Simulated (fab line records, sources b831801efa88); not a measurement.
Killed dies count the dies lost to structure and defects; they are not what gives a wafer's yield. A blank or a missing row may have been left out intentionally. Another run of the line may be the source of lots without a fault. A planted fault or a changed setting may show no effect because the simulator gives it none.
A lot that was struck, set against a sound lot	flow sky130	19 steps out of a route of 708
Sound: wafers L215.1, L215.4, L215.5. Wafers L228.2, L228.4, L228.6 were the ones struck. The cause comes at the end.
Each step with rows lists, per side, the tool, then ch with its chambers, then its first start. Under that, the readings that differ: sound wafers	struck wafers	difference of the means	sigmas: that difference in standard deviations of wafers without a fault.
alike: a reading whose means differ by less than 2 such deviations, as well as words and numbers matching on both sides. not compared: withheld readings; readings where some wafer has no value; bounds like >300 that might hide an equal value; numbers whose values overlap and for which the record gives no deviation.
A row with sigmas, a row that says differs or no value, or rows on one side alone: a step with any of these is where the two part. Numbers that have no deviation but don't overlap get no sigmas and don't part them. A reading that every wafer of one side lacks parts them only if that side has two wafers or more.

SKY_SONOS_TUNNEL_TW_MEAS_12:
  sound on filmMetro-03 at day 12 11:53; struck on filmMetro-02 at day 16 10:04
  alike: SONOS_TUNNEL_TW
then, 2 steps without rows for these wafers: SKY_SONOS_TUNNEL_CLEAN_13 (cleans in dHF, time 20 s); SKY_SONOS_ONO_OXIDATION_00 (stabilise 600 s, purge 300 s, target thk 2.6 nm).
SKY_SONOS_ONO_THK_MEAS_01:
  sound on filmMetro-04 at day 12 13:59; struck on filmMetro-04 at day 16 13:21
  alike: SONOS_ONO_OXIDATION_THK
then, 1 step without rows for these wafers: SKY_SONOS_ONO_CVD_02 (deposits Si3N4 from DCS/NH3, target thk 10.5 nm, time 180 s).
SKY_SONOS_ONO_THK_MEAS_03:
  sound on filmMetro-04 at day 12 22:57; struck on filmMetro-01 at day 16 14:54
  alike: SONOS_ONO_CVD_02_THK
then, 1 step without rows for these wafers: SKY_SONOS_ONO_CVD_04 (deposits SiO2 from SiH4/N2O, target thk 5.7199 nm).
SKY_SONOS_ONO_THK_MEAS_05:
  sound on filmMetro-02 at day 13 00:16; struck on filmMetro-04 at day 16 16:13
  alike: SONOS_ONO_CVD_04_THK
then, 4 steps without rows for these wafers: SKY_SONOS_ONO_DEHYDRATE_06 (time 60 s); SKY_SONOS_ONO_HMDS_07 (prime time 60 s); SKY_SONOS_ONO_COAT_08 (resist thk 1140 nm); SKY_SONOS_ONO_SOFTBAKE_09 (time 60 s).
SKY_SONOS_ONO_EXPOSE_10: exposes mask ONOM, target cd 410 nm.
  sound on ilineStepper-02 ch 0, day 13 12:12; struck on ilineStepper-02 ch 0, day 17 06:19
reading	sound	struck	difference	sigmas
model.SONOS_ONO.overlayXNm (nm)	-0.04662 -0.04662 -0.04662	43.53 43.53 43.53	+43.58	
  alike: mask, reticleTempC
then, 2 steps without rows for these wafers: SKY_SONOS_ONO_PEB_11; SKY_SONOS_ONO_DEVELOP_12 (develop time 60 s).
SKY_SONOS_ONO_CD_MEAS_13: target cd 410 nm.
  sound on cdSem-01 at day 14 01:47; struck on cdSem-02 at day 17 20:54
reading	sound	struck	difference	sigmas
cdNm (nm)	408.8 407.9 406.2	412.7 412.8 412.6	+5.1	+2
SKY_SONOS_ONO_OVL_MEAS_14:
  sound on overlay-02 at day 14 01:55; struck on overlay-02 at day 17 21:00
reading	sound	struck	difference	sigmas
SONOS_ONO_OVL (nm)	-0.7 0.0 -0.2	43.9 44.2 41.9	+43.6	+36
SKY_SONOS_ONO_ETCH_15: etches the open film in CHF3/O2, target depth 19.52 nm, time 7.8 s.
  sound on rieDiel-03 ch 0,1, day 14 01:57; struck on rieDiel-04 ch 0,2, day 17 21:02
  alike: drypumpMotorCurrentA, oesProductAu, throttleValvePct
  not compared: rfHoursCounterH
SKY_PAD_OPEN_PROBE_99:
  sound wafers here have rows in the record (prober-02, day 47 02:45); struck ones have none

== WHERE THEY PART ==
Earliest at SKY_SONOS_ONO_CD_MEAS_13; latest, in this record, at SKY_PAD_OPEN_PROBE_99.

WHY: what the simulator had put in
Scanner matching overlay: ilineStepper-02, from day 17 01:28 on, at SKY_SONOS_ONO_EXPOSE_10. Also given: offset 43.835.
